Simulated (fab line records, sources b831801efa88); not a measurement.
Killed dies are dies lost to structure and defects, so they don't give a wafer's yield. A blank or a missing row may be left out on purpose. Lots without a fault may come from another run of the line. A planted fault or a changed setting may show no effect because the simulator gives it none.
Chamber matching | flow gf180mcu | GF_V5_CMP_04 on cmp-02: 4 sister chambers
The step polishes SiO2. 8 wafers are shown with their chamber, then 12 later ones without.

WAFERS WITH THEIR CHAMBER
wafer  | chamber | motor_current_A (A)
L078.1 | 2       | 12.3
L084.6 | 2       | 12.4
L085.4 | 3       | 12.7
L088.4 | 3       | 12.2
L088.5 | 0       | 11.0
L090.2 | 1       | 12.1
L090.5 | 1       | 12.8
L090.6 | 0       | 10.5

WAFERS WITHOUT THEIR CHAMBER
wafer  | motor_current_A (A)
L091.2 | 13.0
L091.3 | 12.5
L091.6 | 12.6
L092.2 | 12.2
L092.5 | 13.0
L092.6 | 11.3
L094.1 | 12.1
L094.2 | 12.5
L094.6 | 12.5
L097.1 | 12.7
L097.3 | 10.8
L097.6 | 11.4

WHICH CHAMBER EACH WENT THROUGH
wafer  | from the rows above               | in truth
L091.2 | can't be placed: 1 or 3 or 2      | 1
L091.3 | can't be placed: 1 or 3 or 2      | 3
L091.6 | can't be placed: 1 or 3 or 2      | 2
L092.2 | can't be placed: 2 or 1 or 3      | 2
L092.5 | can't be placed: 1 or 3 or 2      | 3
L092.6 | can't be placed: 0 or 2 or 1 or 3 | 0
L094.1 | can't be placed: 2 or 1 or 3      | 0
L094.2 | can't be placed: 1 or 3 or 2      | 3
L094.6 | can't be placed: 1 or 3 or 2      | 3
L097.1 | can't be placed: 1 or 3 or 2      | 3
L097.3 | 0                                 | 0
L097.6 | can't be placed: 0 or 2 or 1 or 3 | 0
Placed correctly: 1 of 12. Can't be placed from these rows: 11 (the true chamber is among the candidates in 10). Placed wrongly: 0.
How it was worked out, from the rows above alone: a wafer's distance from a chamber is the root of the sum, over the readings, of the square of ((its reading less the chamber's mean) divided by the reading's scatter). The wafer belongs to the nearest chamber; if the next one is less than 2 further off, it can't be placed. A chamber's mean is the mean of its shown wafers. The scatter: the root of (the sum of the squares of (reading less its chamber's mean) over the shown wafers, divided by (wafers less chambers)).
